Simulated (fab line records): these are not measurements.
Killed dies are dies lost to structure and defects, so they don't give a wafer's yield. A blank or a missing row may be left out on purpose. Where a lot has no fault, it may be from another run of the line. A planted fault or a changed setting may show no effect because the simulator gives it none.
What tool caused it? / flow sky130 / 13 lots, 39 wafers sampled, at 4 steps of a route of 708

== WHAT THE GAUGES READ, wafer by wafer ==
SKY_POLY_GATE_THK_MEAS_21.
lot=L277; measured=day 16 12:25; on=film-metro-01; POLY_GATE_OXIDATION_THK (nm)=4.11 4.08 4.12
lot=L278; measured=day 17 07:11; on=film-metro-01; POLY_GATE_OXIDATION_THK (nm)=3.94 4.05 4.02
lot=L280; measured=day 17 20:33; on=film-metro-01; POLY_GATE_OXIDATION_THK (nm)=4.19 4.07 4.07
lot=L283; measured=day 18 18:16; on=film-metro-01; POLY_GATE_OXIDATION_THK (nm)=4.03 4.08 4.01
lot=L285; measured=day 20 00:05; on=film-metro-03; POLY_GATE_OXIDATION_THK (nm)=4.07 4.01 3.97
lot=L286; measured=day 20 00:47; on=film-metro-01; POLY_GATE_OXIDATION_THK (nm)=4.04 3.97 4.04
lot=L287; measured=day 20 00:49; on=film-metro-04; POLY_GATE_OXIDATION_THK (nm)=3.99 3.94 3.94
lot=L288; measured=day 20 18:56; on=film-metro-03; POLY_GATE_OXIDATION_THK (nm)=4.07 4.00 4.05
lot=L289; measured=day 21 05:34; on=film-metro-01; POLY_GATE_OXIDATION_THK (nm)=3.99 4.03 3.99
lot=L291; measured=day 22 05:43; on=film-metro-04; POLY_GATE_OXIDATION_THK (nm)=4.03 4.00 4.06
lot=L295; measured=day 23 06:22; on=film-metro-01; POLY_GATE_OXIDATION_THK (nm)=4.02 4.01 4.05
lot=L297; measured=day 23 19:58; on=film-metro-04; POLY_GATE_OXIDATION_THK (nm)=3.96 4.00 4.08
lot=L298; measured=day 24 08:14; on=film-metro-04; POLY_GATE_OXIDATION_THK (nm)=4.01 4.00 3.93

SKY_METAL1_RS_MEAS_05: a four-point-probe measurement.
lot=L277; measured=day 31 16:51; on=film-metro-01; METAL1_ALCU_RS (ohm/sq)=0.1261 0.1265 0.1264
lot=L278; measured=day 32 08:06; on=film-metro-02; METAL1_ALCU_RS (ohm/sq)=0.1245 0.1240 0.1241
lot=L280; measured=day 32 20:55; on=film-metro-03; METAL1_ALCU_RS (ohm/sq)=0.1264 0.1261 0.1276
lot=L283; measured=day 33 16:21; on=film-metro-03; METAL1_ALCU_RS (ohm/sq)=0.1295 0.1270 0.1290
lot=L285; measured=day 35 04:27; on=film-metro-03; METAL1_ALCU_RS (ohm/sq)=0.1241 0.1245 0.1252
lot=L286; measured=day 35 07:07; on=film-metro-03; METAL1_ALCU_RS (ohm/sq)=0.1256 0.1258 0.1252
lot=L287; measured=day 35 06:49; on=film-metro-02; METAL1_ALCU_RS (ohm/sq)=0.1261 0.1259 0.1262
lot=L288; measured=day 35 12:15; on=film-metro-01; METAL1_ALCU_RS (ohm/sq)=0.1265 0.1245 0.1258
lot=L289; measured=day 35 21:13; on=film-metro-01; METAL1_ALCU_RS (ohm/sq)=0.1268 0.1262 0.1257
lot=L291; measured=day 36 16:53; on=film-metro-03; METAL1_ALCU_RS (ohm/sq)=0.1251 0.1256 0.1280
lot=L295; measured=day 37 10:04; on=film-metro-03; METAL1_ALCU_RS (ohm/sq)=0.1259 0.1265 0.1264
lot=L297; measured=day 37 22:21; on=film-metro-02; METAL1_ALCU_RS (ohm/sq)=0.1268 0.1262 0.1276
lot=L298; measured=day 38 10:53; on=film-metro-03; METAL1_ALCU_RS (ohm/sq)=0.1284 0.1288 0.1262

== WHICH TOOL RAN EACH LOT (tool, then ch and the chambers of the sampled wafers, then the start) ==
lot=L277; SKY_GATE_OXIDE_STRIP_13=plasma-asher-03 ch 1, day 13 20:22; SKY_LI_CONTACT_CMP_24=cmp-02 ch 0,2, day 29 04:35
lot=L278; SKY_GATE_OXIDE_STRIP_13=plasma-asher-03 ch 0,1, day 14 15:15; SKY_LI_CONTACT_CMP_24=cmp-02 ch 2,3, day 29 20:41
lot=L280; SKY_GATE_OXIDE_STRIP_13=plasma-asher-03 ch 0,1, day 15 00:46; SKY_LI_CONTACT_CMP_24=cmp-02 ch 1,3, day 30 09:28
lot=L283; SKY_GATE_OXIDE_STRIP_13=plasma-asher-01 ch 0,1, day 16 00:01; SKY_LI_CONTACT_CMP_24=cmp-02 ch 2,3, day 31 04:42
lot=L285; SKY_GATE_OXIDE_STRIP_13=plasma-asher-01 ch 0,1, day 16 20:07; SKY_LI_CONTACT_CMP_24=cmp-01 ch 0,1, day 32 19:31
lot=L286; SKY_GATE_OXIDE_STRIP_13=plasma-asher-02 ch 0,1, day 17 01:19; SKY_LI_CONTACT_CMP_24=cmp-02 ch 0,3, day 32 21:52
lot=L287; SKY_GATE_OXIDE_STRIP_13=plasma-asher-03 ch 0,1, day 17 03:43; SKY_LI_CONTACT_CMP_24=cmp-01 ch 0,2, day 32 21:42
lot=L288; SKY_GATE_OXIDE_STRIP_13=plasma-asher-02 ch 1, day 17 22:43; SKY_LI_CONTACT_CMP_24=cmp-02 ch 1,2,3, day 33 02:05
lot=L289; SKY_GATE_OXIDE_STRIP_13=plasma-asher-03 ch 0,1, day 18 02:52; SKY_LI_CONTACT_CMP_24=cmp-02 ch 0,2,3, day 33 12:25
lot=L291; SKY_GATE_OXIDE_STRIP_13=plasma-asher-01 ch 0,1, day 19 08:50; SKY_LI_CONTACT_CMP_24=cmp-02 ch 0,1,2, day 34 07:39
lot=L295; SKY_GATE_OXIDE_STRIP_13=plasma-asher-02 ch 0,1, day 20 09:46; SKY_LI_CONTACT_CMP_24=cmp-01 ch 0,2,3, day 35 03:09
lot=L297; SKY_GATE_OXIDE_STRIP_13=plasma-asher-02 ch 0,1, day 20 23:43; SKY_LI_CONTACT_CMP_24=cmp-02 ch 0,1, day 35 15:12
lot=L298; SKY_GATE_OXIDE_STRIP_13=plasma-asher-03 ch 0,1, day 21 12:22; SKY_LI_CONTACT_CMP_24=cmp-01 ch 0,1,2, day 36 03:59
- SKY_GATE_OXIDE_STRIP_13: strips in O2/N2.
- SKY_LI_CONTACT_CMP_24: polishes, stops on PSG, t overpolish 20 s, target thk 0 nm.

== AS READ BY THE TOOLS THEMSELVES (means over the sampled wafers that have a number; for cases with no such wafer, the mark the record gives instead) ==
SKY_GATE_OXIDE_STRIP_13.
lot=L277; tool=plasma-asher-03; drypump-motor-current-A (A)=5.3; oes-product-au (a.u.)=0.715; strip-time-to-endpoint-s (s)=14.24
lot=L278; tool=plasma-asher-03; drypump-motor-current-A (A)=5.5; oes-product-au (a.u.)=0.709; strip-time-to-endpoint-s (s)=14.19
lot=L280; tool=plasma-asher-03; drypump-motor-current-A (A)=5.6; oes-product-au (a.u.)=0.716; strip-time-to-endpoint-s (s)=14.17
lot=L283; tool=plasma-asher-01; drypump-motor-current-A (A)=5.7; oes-product-au (a.u.)=0.718; strip-time-to-endpoint-s (s)=14.12
lot=L285; tool=plasma-asher-01; drypump-motor-current-A (A)=5.7; oes-product-au (a.u.)=0.716; strip-time-to-endpoint-s (s)=14.18
lot=L286; tool=plasma-asher-02; drypump-motor-current-A (A)=5.5; oes-product-au (a.u.)=0.718; strip-time-to-endpoint-s (s)=14.26
lot=L287; tool=plasma-asher-03; drypump-motor-current-A (A)=5.6; oes-product-au (a.u.)=0.715; strip-time-to-endpoint-s (s)=14.16
lot=L288; tool=plasma-asher-02; drypump-motor-current-A (A)=5.2; oes-product-au (a.u.)=0.713; strip-time-to-endpoint-s (s)=14.14
lot=L289; tool=plasma-asher-03; drypump-motor-current-A (A)=5.6; oes-product-au (a.u.)=0.716; strip-time-to-endpoint-s (s)=14.21
lot=L291; tool=plasma-asher-01; drypump-motor-current-A (A)=5.7; oes-product-au (a.u.)=0.718; strip-time-to-endpoint-s (s)=14.18
lot=L295; tool=plasma-asher-02; drypump-motor-current-A (A)=5.9; oes-product-au (a.u.)=0.715; strip-time-to-endpoint-s (s)=14.18
lot=L297; tool=plasma-asher-02; drypump-motor-current-A (A)=5.9; oes-product-au (a.u.)=0.710; strip-time-to-endpoint-s (s)=14.14
lot=L298; tool=plasma-asher-03; drypump-motor-current-A (A)=5.5; oes-product-au (a.u.)=0.716; strip-time-to-endpoint-s (s)=14.20

SKY_LI_CONTACT_CMP_24.
lot=L277; tool=cmp-02; edge-zone-pressure-frac=1.000; motor-current-A (A)=10.9; overpolish-run-s (s)=20.007; time-to-endpoint-s (s)=92
lot=L278; tool=cmp-02; edge-zone-pressure-frac=1.007; motor-current-A (A)=12.7; overpolish-run-s (s)=19.999; time-to-endpoint-s (s)=96
lot=L280; tool=cmp-02; edge-zone-pressure-frac=1.007; motor-current-A (A)=12.5; overpolish-run-s (s)=19.996; time-to-endpoint-s (s)=96
lot=L283; tool=cmp-02; edge-zone-pressure-frac=1.003; motor-current-A (A)=12.8; overpolish-run-s (s)=19.993; time-to-endpoint-s (s)=99
lot=L285; tool=cmp-01; edge-zone-pressure-frac=1.000; motor-current-A (A)=12.2; overpolish-run-s (s)=19.992; time-to-endpoint-s (s)=102
lot=L286; tool=cmp-02; edge-zone-pressure-frac=1.009; motor-current-A (A)=11.0; overpolish-run-s (s)=20.000; time-to-endpoint-s (s)=95
lot=L287; tool=cmp-01; edge-zone-pressure-frac=0.995; motor-current-A (A)=12.5; overpolish-run-s (s)=19.997; time-to-endpoint-s (s)=99
lot=L288; tool=cmp-02; edge-zone-pressure-frac=1.001; motor-current-A (A)=12.5; overpolish-run-s (s)=20.003; time-to-endpoint-s (s)=93
lot=L289; tool=cmp-02; edge-zone-pressure-frac=0.996; motor-current-A (A)=12.4; overpolish-run-s (s)=20.016; time-to-endpoint-s (s)=95
lot=L291; tool=cmp-02; edge-zone-pressure-frac=0.997; motor-current-A (A)=11.2; overpolish-run-s (s)=19.996; time-to-endpoint-s (s)=94
lot=L295; tool=cmp-01; edge-zone-pressure-frac=0.995; motor-current-A (A)=10.8; overpolish-run-s (s)=20.007; time-to-endpoint-s (s)=84
lot=L297; tool=cmp-02; edge-zone-pressure-frac=0.993; motor-current-A (A)=10.3; overpolish-run-s (s)=19.993; time-to-endpoint-s (s)=92
lot=L298; tool=cmp-01; edge-zone-pressure-frac=1.005; motor-current-A (A)=12.3; overpolish-run-s (s)=20.005; time-to-endpoint-s (s)=80

== THE ANSWER, worked out from the rows above alone ==
Rule: the usual values come from the lots themselves. Put in order of their means at a reading, lots are off if they are a third of the lots or fewer, leave a main group of 4 or more, and stand apart from it by a gap of 3 or more times the standard deviation of the main group's means; of several such gaps the widest counts. A main group is skipped when, at the precision printed for the reading in the tables above, its means are all equal. A lot without any number at a reading at which 4 lots or more have one is off too. Where the step has rows for the other lots, those lots are counted as sound. First the gauges in route order, then the tools' own readings, where a lot's mean is used as printed above. The first step at which some lot is off is used, and at that step the reading that is off furthest; a lot without a number counts as furthest.
Across all readings shown, no lot is off: no conclusion can be drawn from this.

== WHAT THE SIMULATOR PUT IN ==
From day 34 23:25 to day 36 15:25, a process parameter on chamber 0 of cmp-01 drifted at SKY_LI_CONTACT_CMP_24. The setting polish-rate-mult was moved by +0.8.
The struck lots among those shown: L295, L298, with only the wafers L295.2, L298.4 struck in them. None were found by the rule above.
